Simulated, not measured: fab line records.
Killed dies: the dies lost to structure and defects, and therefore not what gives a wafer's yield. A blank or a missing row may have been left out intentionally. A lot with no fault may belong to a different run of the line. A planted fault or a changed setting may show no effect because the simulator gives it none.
Struck lot and sound lot, side by side || flow sky130 || 15 steps out of a route of 708
Sound: these wafers, L741.1, L741.5, L741.6. Struck: wafers L750.3, L750.4, L750.6. The cause comes at the end.
For every step that has rows: the tool of each side, followed by ch and its chambers, followed by its first start. Under that, the readings that differ: sound wafers || struck wafers || difference of the means || sigmas: that difference in standard deviations of wafers without a fault.
alike: a reading whose means differ by less than 2 such deviations, as well as words and numbers matching on both sides. not compared: withheld readings; readings where some wafer has no value; bounds like >300 that might hide an equal value; numbers whose values overlap and for which the record gives no deviation.
A row with sigmas, a row that says differs or no value, or rows on one side alone: a step with any of these is where the two part. When numbers do not overlap yet have no deviation, they are printed without sigmas and do not part them. A reading missing from all wafers of one side parts the sides only when that side holds two or more wafers.

first, 6 steps without rows for these wafers: SKY_SD_N_HMDS_01 (prime time 60 s); SKY_SD_N_COAT_02 (resist thk 1140 nm); SKY_SD_N_SOFTBAKE_03 (time 60 s); SKY_SD_N_EXPOSE_04 (exposes mask NSDM, target cd 380 nm); SKY_SD_N_PEB_05; SKY_SD_N_DEVELOP_06 (develop time 60 s).
SKY_SD_N_CD_MEAS_07: target cd 380 nm.
  struck on cd sem-02, day 31 14:53; sound on cd sem-02, day 28 08:26
  alike: cd nm
SKY_SD_N_OVL_MEAS_08:
  struck on overlay-01, day 31 14:59; sound on overlay-01, day 28 08:34
  alike: SD_N_OVL
then, 2 steps without rows for these wafers: SKY_SD_N_IMPLANT_09; SKY_SD_N_IMPLANT_10.
SKY_SD_N_STRIP_11: strips in O2/N2.
  sound on plasma asher-01 ch 0,1, day 28 08:53; struck on plasma asher-01 ch 0,1, day 31 15:20
  alike: drypump motor current A, o2 flow sccm, oes product au, strip time to endpoint s
  not compared: rf hours counter h
SKY_SD_N_TW_MEAS_12:
  struck on film metro-02, day 31 15:25; sound on film metro-03, day 28 08:59
{"reading": "SD_N_TW", "sound": "4001 4026 4022", "struck": "3943 3956 3959", "difference": -64, "sigmas": -2}
SKY_SD_N_CLEAN_13: cleans in SC1/SC2, time 150 s.
  sound on wet bench-02 ch 1, day 28 09:03; struck on wet bench-04 ch 3, day 31 15:28
{"reading": "run length s (s)", "sound": "182 182 182", "struck": "74 74 74", "difference": -108, "sigmas": -28}
SKY_SD_N_RTA_14: time 2 s.
  sound on rtp anneal-02 ch 0, day 28 09:07; struck on rtp anneal-02 ch 0, day 31 15:32
  alike: lamp power pct, wafer_temp_C_max
-- the record jumps here: 17 days lie between the struck wafers' starts before and after (it left off in module SD_N and takes up again in module PAD_OPEN, whose first step shown is number 708 of the route) --
SKY_PAD_OPEN_PROBE_99:
  struck on prober-02, day 48 15:23; sound on prober-02, day 46 05:23
{"reading": "killed_at_M0_to_M3", "sound": "32 35 30", "struck": "46 55 53", "difference": "+19", "sigmas": "+2"}
{"reading": "model.etest.diode nwell sub.leak log10 a cm2", "sound": "-7.211 -7.205 -7.539", "struck": "-6.78 -6.648 -6.934", "difference": "+0.53", "sigmas": ""}
{"reading": "model.etest.diode dnwell sub.leak log10 a cm2", "sound": "-7.291 -7.367 -7.173", "struck": "-6.679 -6.56 -6.92", "difference": "+0.557", "sigmas": ""}
{"reading": "model.etest.diode pwell dnwell.leak log10 a cm2", "sound": "-7.683 -7.62 -7.364", "struck": "-7.132 -7.334 -7.109", "difference": "+0.364", "sigmas": ""}
{"reading": "model.etest.pfet_16v.off log10 a um", "sound": "-13.88 -13.89 -13.83", "struck": "-13.81 -13.8 -13.77", "difference": "+0.07", "sigmas": ""}
  alike: killed_at_M4_up, killed at contacts, killed at front end, killed at other, killed dies, killed open, killed short
  not compared: model.etest.nfet_16v.off log10 a um

== WHERE THEY PART ==
Last at SKY_PAD_OPEN_PROBE_99 as far as this record goes, first at SKY_SD_N_TW_MEAS_12.

WHY: whatever the simulator had introduced
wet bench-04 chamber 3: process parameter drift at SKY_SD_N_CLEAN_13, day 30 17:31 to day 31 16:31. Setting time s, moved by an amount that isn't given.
